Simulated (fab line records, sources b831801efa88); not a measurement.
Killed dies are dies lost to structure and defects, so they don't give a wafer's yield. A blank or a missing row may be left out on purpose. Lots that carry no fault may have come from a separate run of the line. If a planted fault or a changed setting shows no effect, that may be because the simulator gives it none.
Chamber matching -- flow sfq line -- SFQ_TRILAYER_I4_CMP_CMP_100 on cmp-01: 4 sister chambers
The step polishes SiO2. 17 wafers are shown with their chamber, then 8 later ones without.

## WAFERS, EACH WITH ITS CHAMBER
wafer,chamber,motor current A (A),time to endpoint s (s),edge zone pressure frac
L398.3,2,9.9,204,0.995
L398.2,0,9.1,208,1.001
L398.6,1,8.4,220,0.998
L400.2,1,8.3,217,0.998
L400.1,0,9.7,220,1.005
L400.5,1,8.6,217,0.999
L403.5,0,9.3,221,0.992
L404.2,1,8.4,210,1.004
L404.5,1,9.0,212,0.999
L405.2,3,10.8,221,1.000
L412.2,3,11.6,220,1.004
L412.1,1,8.1,195,1.007
L412.5,3,11.7,221,1.005
L414.1,2,9.5,209,0.997
L414.5,0,9.6,216,1.002
L414.6,3,11.1,226,0.998
L415.4,1,8.6,215,0.991

SIGNATURES, as means of the wafers listed above
reading,chamber 0,chamber 1,chamber 2,chamber 3,scatter within a chamber
motor current A,9.425,8.486,9.700,11.300,0.321
time to endpoint s,216.25,212.29,206.50,222.00,6.53
edge zone pressure frac,1.00000,0.99943,0.99600,1.00175,0.00466
Rule: for each reading, subtract the chamber's mean from the wafer's reading, divide by that reading's scatter and square the result; add these up over the readings and take the root, which gives the wafer's distance from the chamber. If the next closest chamber is less than 2 further off than the closest, the wafer can't be placed; otherwise it belongs to the closest. The scatter is the square root of a quotient: the sum, over the shown wafers, of each reading's squared deviation from its chamber's mean, divided by wafers minus chambers.

## WAFERS WHOSE CHAMBER IS MISSING
wafer,motor current A (A),time to endpoint s (s),edge zone pressure frac
L415.1,9.6,205,0.998
L415.6,10.1,199,0.998
L416.1,10.2,220,0.998
L416.3,9.8,209,0.999
L416.5,9.4,219,0.996
L419.1,8.8,204,1.007
L419.3,9.5,202,0.992
L419.5,9.2,197,0.999

## WHICH CHAMBER EACH WENT THROUGH
wafer,from the rows above,in truth
L415.1,can't be placed: 2 or 0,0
L415.6,can't be placed: 2 or 0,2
L416.1,can't be placed: 0 or 2 or 3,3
L416.3,can't be placed: 2 or 0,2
L416.5,can't be placed: 0 or 2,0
L419.1,can't be placed: 1 or 0 or 2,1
L419.3,can't be placed: 2 or 0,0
L419.5,can't be placed: 2 or 0 or 1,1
Correctly placed: 0 of 8. From these rows, 8 cannot be placed; in 8 the true chamber is one of the candidates. Placed wrongly: 0.
